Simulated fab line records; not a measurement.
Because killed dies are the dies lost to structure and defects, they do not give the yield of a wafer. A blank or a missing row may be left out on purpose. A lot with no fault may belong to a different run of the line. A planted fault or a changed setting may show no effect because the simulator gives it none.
Which of the tools did it? | flow sky130 | 6 lots, 18 wafers sampled, at 2 steps of a route of 708

== WHAT EACH GAUGE READ, for each wafer ==
SKY_VIA4_RS_MEAS_19: measures by four-point-probe.
lot  | measured     | on            | VIA4_W_RS (ohm/sq)
L985 | day 43 16:07 | film metro-01 | 0.2258 0.2262 0.2258
L988 | day 44 08:34 | film metro-02 | 0.2262 0.2270 0.2273
L993 | day 46 00:25 | film metro-02 | 0.2242 0.2241 0.2223
L999 | day 47 04:53 | film metro-02 | 0.2288 0.2270 0.2305
L101 | day 47 14:26 | film metro-04 | 0.2251 0.2303 0.2244
L107 | day 49 03:40 | film metro-04 | 0.2225 0.2241 0.2213

== EACH LOT AND THE TOOL THAT RAN IT (in order: tool; ch and the chambers of the sampled wafers; start) ==
lot  | SKY_VT_ADJUST_LVTN_STRIP_09
L985 | plasma asher-03 ch 1, day 7 09:47
L988 | plasma asher-01 ch 0, day 8 06:35
L993 | plasma asher-02 ch 0, day 9 09:14
L999 | plasma asher-03 ch 0,1, day 11 01:50
L101 | plasma asher-03 ch 0,1, day 11 16:01
L107 | plasma asher-01 ch 0,1, day 13 14:50
- SKY_VT_ADJUST_LVTN_STRIP_09: strips in O2/N2.

== THE ANSWER, worked out from the rows above alone ==
Rule: usual is defined by the lots themselves. Put in order of their means at a reading, lots are off if they are a third of the lots or fewer, leave a main group of 4 or more, and stand apart from it by a gap of 3 or more times the standard deviation of the main group's means; of several such gaps the widest counts. A main group whose means are all the same, to the digits that the tables above print for the reading, isn't used. Also off: a lot with no number at a reading for which 4 or more lots have one. All remaining lots with rows at the step are treated as sound.
None of the lots is off at any reading shown; this tells nothing.

== WHAT THE SIMULATOR PUT IN ==
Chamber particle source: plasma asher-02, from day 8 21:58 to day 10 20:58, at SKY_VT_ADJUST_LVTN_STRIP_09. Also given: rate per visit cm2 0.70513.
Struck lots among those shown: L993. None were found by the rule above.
